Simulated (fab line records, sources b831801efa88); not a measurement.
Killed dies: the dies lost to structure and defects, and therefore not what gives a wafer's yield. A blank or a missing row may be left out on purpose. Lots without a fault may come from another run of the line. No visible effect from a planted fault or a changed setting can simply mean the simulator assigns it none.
Which tool is to blame? + flow sky130 + Sampling: 12 lots, 35 wafers, 4 of 708 route steps

WHAT EACH GAUGE READ, for each wafer
SKY_METAL4_CD_MEAS_13: target cd 300 nm.
| lot  | measured     | on        | cd_nm (nm)        |
|------|--------------|-----------|-------------------|
| L860 | day 43 02:31 | cd_sem-01 | 297.9 296.9 298.6 |
| L861 | day 43 05:19 | cd_sem-02 | 300.0 301.1 299.2 |
| L862 | day 43 16:37 | cd_sem-02 | 297.7 296.3 295.2 |
| L866 | day 44 11:26 | cd_sem-02 | 284.9 300.6       |
| L867 | day 44 13:29 | cd_sem-01 | 281.4 297.9 297.8 |
| L868 | day 44 19:44 | cd_sem-01 | 281.9 281.6 298.6 |
| L870 | day 45 12:10 | cd_sem-01 | 300.7 298.5 298.6 |
| L872 | day 46 07:29 | cd_sem-01 | 296.9 297.4 298.0 |
| L878 | day 47 10:56 | cd_sem-01 | 301.1 298.9 299.9 |
| L879 | day 47 16:44 | cd_sem-02 | 297.7 299.6 299.6 |
| L880 | day 47 16:58 | cd_sem-01 | 299.9 300.2 299.7 |
| L881 | day 48 04:11 | cd_sem-01 | 299.9 300.3 301.2 |

EACH LOT AND THE TOOL THAT RAN IT (in order: tool; ch and the chambers of the sampled wafers; start)
| lot  | SKY_METAL3_SPUTTER_04        | SKY_METAL3_STRIP_19                  | SKY_METAL4_EXPOSE_10              |
|------|------------------------------|--------------------------------------|-----------------------------------|
| L860 | pvd_sputter-01, day 37 20:06 | plasma_asher-03 ch 0,1, day 40 00:32 | krf_scanner-02 ch 0, day 42 16:42 |
| L861 | pvd_sputter-01, day 37 23:11 | plasma_asher-02 ch 0,1, day 40 03:10 | krf_scanner-02 ch 0, day 42 18:49 |
| L862 | pvd_sputter-03, day 38 15:20 | plasma_asher-02 ch 0,1, day 40 19:16 | krf_scanner-02 ch 0, day 43 07:11 |
| L866 | pvd_sputter-01, day 39 14:38 | plasma_asher-02 ch 0,1, day 41 18:03 | krf_scanner-02 ch 0, day 44 02:21 |
| L867 | pvd_sputter-03, day 39 19:49 | plasma_asher-03 ch 0,1, day 41 21:37 | krf_scanner-02 ch 0, day 44 04:40 |
| L868 | pvd_sputter-03, day 40 00:16 | plasma_asher-03 ch 0,1, day 42 02:14 | krf_scanner-02 ch 0, day 44 08:20 |
| L870 | pvd_sputter-03, day 40 17:03 | plasma_asher-02 ch 0,1, day 42 17:13 | krf_scanner-01 ch 0, day 45 01:25 |
| L872 | pvd_sputter-04, day 41 13:55 | plasma_asher-03 ch 0,1, day 43 10:56 | krf_scanner-01 ch 0, day 45 20:41 |
| L878 | pvd_sputter-03, day 42 21:15 | plasma_asher-02 ch 0,1, day 44 13:19 | krf_scanner-02 ch 0, day 47 01:47 |
| L879 | pvd_sputter-01, day 43 01:08 | plasma_asher-02 ch 0,1, day 44 20:16 | krf_scanner-02 ch 0, day 47 06:26 |
| L880 | pvd_sputter-03, day 43 02:38 | plasma_asher-04 ch 0, day 44 21:58   | krf_scanner-02 ch 0, day 47 07:07 |
| L881 | pvd_sputter-04, day 43 14:22 | plasma_asher-04 ch 0,1, day 45 10:10 | krf_scanner-02 ch 0, day 47 19:07 |
- SKY_METAL3_SPUTTER_04: material TiN, target thk 70 nm, time 58.3 s.
- SKY_METAL3_STRIP_19: strips in O2/N2.
- SKY_METAL4_EXPOSE_10: exposes mask MM4, target cd 300 nm.

WHAT THE TOOLS THEMSELVES READ (means of the sampled wafers that have a number; where no wafer has one, the mark that the record gives instead)
SKY_METAL3_SPUTTER_04.
| lot  | tool           | throttle_valve_pct (%) |
|------|----------------|------------------------|
| L860 | pvd_sputter-01 | 30.3                   |
| L861 | pvd_sputter-01 | 30.3                   |
| L862 | pvd_sputter-03 | 29.7                   |
| L866 | pvd_sputter-01 | 29.6                   |
| L867 | pvd_sputter-03 | 30.1                   |
| L868 | pvd_sputter-03 | 30.2                   |
| L870 | pvd_sputter-03 | 29.8                   |
| L872 | pvd_sputter-04 | 30.8                   |
| L878 | pvd_sputter-03 | 30.2                   |
| L879 | pvd_sputter-01 | 29.7                   |
| L880 | pvd_sputter-03 | 30.0                   |
| L881 | pvd_sputter-04 | 30.7                   |

SKY_METAL3_STRIP_19.
| lot  | tool            | drypump_motor_current_A (A) | oes_product_au (a.u.) | strip_time_to_endpoint_s (s) |
|------|-----------------|-----------------------------|-----------------------|------------------------------|
| L860 | plasma_asher-03 | 6.5                         | 0.501                 | 6.54                         |
| L861 | plasma_asher-02 | 5.6                         | 0.501                 | 6.51                         |
| L862 | plasma_asher-02 | 5.6                         | 0.498                 | 6.46                         |
| L866 | plasma_asher-02 | 5.7                         | 0.506                 | 6.53                         |
| L867 | plasma_asher-03 | 6.5                         | 0.499                 | 6.50                         |
| L868 | plasma_asher-03 | 6.2                         | 0.508                 | 6.61                         |
| L870 | plasma_asher-02 | 5.8                         | 0.500                 | 6.51                         |
| L872 | plasma_asher-03 | 6.5                         | 0.498                 | 6.49                         |
| L878 | plasma_asher-02 | 5.8                         | 0.500                 | 6.53                         |
| L879 | plasma_asher-02 | 5.8                         | 0.503                 | 6.56                         |
| L880 | plasma_asher-04 | 6.5                         | 0.503                 | 6.54                         |
| L881 | plasma_asher-04 | 6.4                         | 0.501                 | 6.49                         |

THE ANSWER, worked out from the rows above alone
Rule: what is usual is taken from the lots themselves. The widest of any qualifying gaps counts: lots, ordered by their means at a reading, are off when they make up no more than a third of the lots, leave a main group of 4 or more, and stand apart from it by 3 or more times the standard deviation of that group's means. If all means in a main group match to the digits the tables above print for the reading, that group is not used. Also off: a lot with no number at a reading for which 4 or more lots have one. All remaining lots with rows at the step are treated as sound. After the gauges, taken in route order, come the tools' own readings; for these a lot's mean is taken, as printed above. The first step at which some lot is off is used, and at that step the reading that is off furthest; a lot without a number counts as furthest.
Nothing can be told from this: no lot is off at any reading shown.

WHAT WAS PUT IN BY THE SIMULATOR
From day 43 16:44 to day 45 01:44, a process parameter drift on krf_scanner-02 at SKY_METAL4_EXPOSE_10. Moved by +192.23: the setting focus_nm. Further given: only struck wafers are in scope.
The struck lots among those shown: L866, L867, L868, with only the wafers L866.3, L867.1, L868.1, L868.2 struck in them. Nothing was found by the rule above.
